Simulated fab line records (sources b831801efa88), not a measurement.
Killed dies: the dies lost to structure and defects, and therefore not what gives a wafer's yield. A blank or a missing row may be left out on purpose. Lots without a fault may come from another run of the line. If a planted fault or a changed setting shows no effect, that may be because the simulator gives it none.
What tool caused it?    flow gf180mcu    36 wafers from 13 lots sampled at 6 of the route's 602 steps

## WHAT THE GAUGES SHOWED, per wafer
GF_STI_THK_MEAS_04. Usual: STI_CVD_03_THK gives 207.8 nm (standard deviation 2.3).
lot   measured     on            STI_CVD_03_THK (nm)  flag
L225  day 1 15:38  filmMetro-02  210.6 209.9 212.5    
L227  day 1 23:34  filmMetro-04  209.1 208.1 210.7    
L228  day 2 06:01  filmMetro-02  207.5 209.5 207.7    
L230  day 2 15:44  filmMetro-03  207.5 206.4 208.4    
L231  day 2 20:51  filmMetro-02  206.3 205.8 203.9    
L232  day 3 00:34  filmMetro-02  212.9 213.8 214.6    
L234  day 3 14:26  filmMetro-04  209.4 206.5          
L235  day 3 18:32  filmMetro-02  206.7 202.1          
L238  day 4 08:20  filmMetro-02  207.5 207.5          
L240  day 4 17:43  filmMetro-02  204.3 203.0 203.7    
L243  day 5 07:35  filmMetro-02  206.9 208.5 206.2    
L245  day 5 19:15  filmMetro-04  206.7 207.6 207.4    
L248  day 6 10:20  filmMetro-03  208.5 208.5 210.6    

GF_MVPSD_TW_MEAS_11. Usual: MVPSD_TW gives 553 (standard deviation 7.2).
lot   measured      on            MVPSD_TW     flag
L225  day 5 02:40   filmMetro-03  543 548 545  
L227  day 5 12:58   filmMetro-04  561 561 561  
L228  day 5 14:47   filmMetro-03  545 544 545  
L230  day 6 06:09   filmMetro-03  553 552 552  
L231  day 6 18:03   filmMetro-04  564 563 564  
L232  day 6 23:40   filmMetro-01  549 551 549  
L234  day 7 11:20   filmMetro-04  561 563      
L235  day 7 18:35   filmMetro-03  546 544      
L238  day 8 07:47   filmMetro-01  542 542      
L240  day 9 00:47   filmMetro-01  550 551 549  
L243  day 9 13:40   filmMetro-03  549 549 546  
L245  day 9 22:10   filmMetro-03  548 548 548  
L248  day 10 17:49  filmMetro-04  565 563 565  

GF_HV_LDD_CD_MEAS_07: the cd target is 400 nm. Usual: cdNm 400.2 nm, standard deviation 2.1.
lot   measured      on        cdNm (nm)          flag
L225  day 10 05:18  cdSem-01  401.3 402.3 400.3  
L227  day 10 12:10  cdSem-01  402.0 400.8 399.8  
L228  day 10 18:08  cdSem-01  402.3 400.4 398.8  
L230  day 11 10:02  cdSem-02  404.9 405.0 402.6  
L231  day 12 00:23  cdSem-02  402.8 403.1 400.9  
L232  day 12 09:59  cdSem-02  401.4 399.3 402.5  
L234  day 12 22:02  cdSem-02  399.7 430.4        OFF
L235  day 13 11:00  cdSem-01  426.3 397.5        OFF
L238  day 13 23:57  cdSem-02  431.3 400.1        OFF
L240  day 15 00:20  cdSem-02  398.4 401.3 401.4  
L243  day 15 14:07  cdSem-02  402.3 398.0 398.5  
L245  day 16 01:14  cdSem-01  396.6 398.6 397.1  
L248  day 17 00:08  cdSem-01  401.0 398.1 397.8  

GF_HV_LDD_OVL_MEAS_32. Usual: HV_LDD_02_OVL gives 0.0 nm (standard deviation 1.2).
lot   measured      on          HV_LDD_02_OVL (nm)  flag
L225  day 11 19:17  overlay-01  1.5 0.3 0.2         
L227  day 12 01:56  overlay-01  1.2 1.4 1.1         
L228  day 12 08:22  overlay-02  -0.9 -0.7 -1.1      
L230  day 13 00:57  overlay-01  0.5 -0.3 0.6        
L231  day 13 16:55  overlay-02  1.3 -1.3 -0.6       
L232  day 14 02:59  overlay-01  -2.4 -1.9 -1.8      
L234  day 14 14:25  overlay-02  0.4 0.1             
L235  day 15 05:13  overlay-01  -1.5 1.4            
L238  day 15 18:16  overlay-01  0.1 -1.2            
L240  day 16 20:56  overlay-02  -0.8 1.0 -1.2       
L243  day 17 12:13  overlay-02  0.5 -0.3 -1.4       
L245  day 17 23:16  overlay-01  1.6 -0.8 1.1        
L248  day 18 23:27  overlay-02  0.1 -0.1 0.3        

## TOOL THAT RAN EACH LOT (tool first, then ch and the chambers of the sampled wafers, then the start)
lot   GF_HV_LDD_COAT_02                 GF_HV_LDD_STRIP_10
L225  lithoTrack-03 ch 0, day 9 19:55   plasmaAsher-04 ch 0,1, day 10 05:37
L227  lithoTrack-01 ch 0, day 10 02:59  plasmaAsher-04 ch 0,1, day 10 12:43
L228  lithoTrack-02 ch 0, day 10 09:10  plasmaAsher-04 ch 0,1, day 10 18:25
L230  lithoTrack-02 ch 0, day 11 00:22  plasmaAsher-04 ch 0,1, day 11 10:27
L231  lithoTrack-01 ch 0, day 11 15:04  plasmaAsher-04 ch 0,1, day 12 00:40
L232  lithoTrack-01 ch 0, day 11 23:44  plasmaAsher-03 ch 0,1, day 12 10:17
L234  lithoTrack-01 ch 0, day 12 11:32  plasmaAsher-03 ch 1, day 12 22:20
L235  lithoTrack-01 ch 0, day 13 00:53  plasmaAsher-02 ch 0,1, day 13 11:17
L238  lithoTrack-01 ch 0, day 13 14:28  plasmaAsher-02 ch 0,1, day 14 00:14
L240  lithoTrack-03 ch 0, day 14 14:02  plasmaAsher-02 ch 0,1, day 15 00:37
L243  lithoTrack-03 ch 0, day 15 03:25  plasmaAsher-04 ch 0,1, day 15 14:25
L245  lithoTrack-03 ch 0, day 15 13:43  plasmaAsher-03 ch 0,1, day 16 01:32
L248  lithoTrack-02 ch 0, day 16 12:53  plasmaAsher-02 ch 0,1, day 17 00:26
- GF_HV_LDD_COAT_02: resist thk 1000 nm.
- GF_HV_LDD_STRIP_10: strips in O2/N2.

## WHAT THE TOOLS THEMSELVES READ (means of the sampled wafers that have a number; where no wafer has one, the mark that the record gives instead)
GF_HV_LDD_COAT_02. Usual: chillPlateTempC 23.02 C, standard deviation 0.11; exhaustPa 45.0 Pa, standard deviation 1.
lot   tool           chillPlateTempC (C)  exhaustPa (Pa)  flag
L225  lithoTrack-03  23.15                44.5            
L227  lithoTrack-01  23.11                45.2            
L228  lithoTrack-02  22.95                44.5            
L230  lithoTrack-02  23.13                44.2            
L231  lithoTrack-01  22.93                43.9            
L232  lithoTrack-01  22.91                45.8            
L234  lithoTrack-01  22.95                45.0            
L235  lithoTrack-01  23.04                46.0            
L238  lithoTrack-01  23.02                45.0            
L240  lithoTrack-03  23.13                45.9            
L243  lithoTrack-03  22.93                44.1            
L245  lithoTrack-03  22.99                45.9            
L248  lithoTrack-02  23.02                44.4            

GF_HV_LDD_STRIP_10. Usual: chamberPressureMTorr 1500.0 mTorr, standard deviation 1.4; drypumpMotorCurrentA 6.03 A, standard deviation 0.14; heaterPowerW 334 W, standard deviation 15; oesProductAu 0.716 a.u., standard deviation 0.0049; stripTimeToEndpointS 12.63 s, standard deviation 0.031.
lot   tool            chamberPressureMTorr (mTorr)  drypumpMotorCurrentA (A)  heaterPowerW (W)  oesProductAu (a.u.)  stripTimeToEndpointS (s)  flag
L225  plasmaAsher-04  1499.9                        5.95                      337               0.724                12.56                     
L227  plasmaAsher-04  1498.7                        5.96                      333               0.712                12.65                     
L228  plasmaAsher-04  1499.7                        6.02                      320               0.714                12.61                     
L230  plasmaAsher-04  1498.8                        5.95                      335               0.717                12.63                     
L231  plasmaAsher-04  1500.0                        6.04                      325               0.714                12.61                     
L232  plasmaAsher-03  1500.2                        6.06                      332               0.716                12.62                     
L234  plasmaAsher-03  1499.9                        5.71                      370               0.668                11.02                     OFF
L235  plasmaAsher-02  1501.2                        6.08                      340               0.664                11.01                     OFF
L238  plasmaAsher-02  1499.2                        6.06                      334               0.671                11.04                     OFF
L240  plasmaAsher-02  1500.4                        6.08                      334               0.717                12.65                     
L243  plasmaAsher-04  1501.7                        5.96                      329               0.717                12.60                     
L245  plasmaAsher-03  1500.1                        6.08                      324               0.713                12.62                     
L248  plasmaAsher-02  1500.1                        6.11                      339               0.720                12.64                     

## THE ANSWER, worked out from the rows above alone
Rule: lot off if the mean of its wafers having a number is beyond 3 standard deviations from the usual mean. A lot without any number at a reading at which 4 lots or more have one is off too. All remaining lots with rows at the step are treated as sound. After the gauges, taken in route order, come the tools' own readings; for these a lot's mean is taken, as printed above. The first step at which some lot is off is used, and at that step the reading that is off furthest; a lot without a number counts as furthest.
Off: L234, L235, L238, at GF_HV_LDD_CD_MEAS_07 (cdNm).
A tool fits if, at a process step before that reading, it ran every lot that is off, and no sound lot after the first of them. The gauges at GF_HV_LDD_CD_MEAS_07 aren't tried: what is off there is off at GF_HV_LDD_STRIP_10 too, on other tools, and a gauge's error can't cause that. One candidate fits, namely lithoTrack-01 at GF_HV_LDD_COAT_02. Its last sound lot is L232 (day 11 23:44), its first lot that is off L234 (day 12 11:32): a fault that began between those two fits.

## WHAT THE SIMULATOR PUT IN
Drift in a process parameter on lithoTrack-01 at GF_HV_LDD_COAT_02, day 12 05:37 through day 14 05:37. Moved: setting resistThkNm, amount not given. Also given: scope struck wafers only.
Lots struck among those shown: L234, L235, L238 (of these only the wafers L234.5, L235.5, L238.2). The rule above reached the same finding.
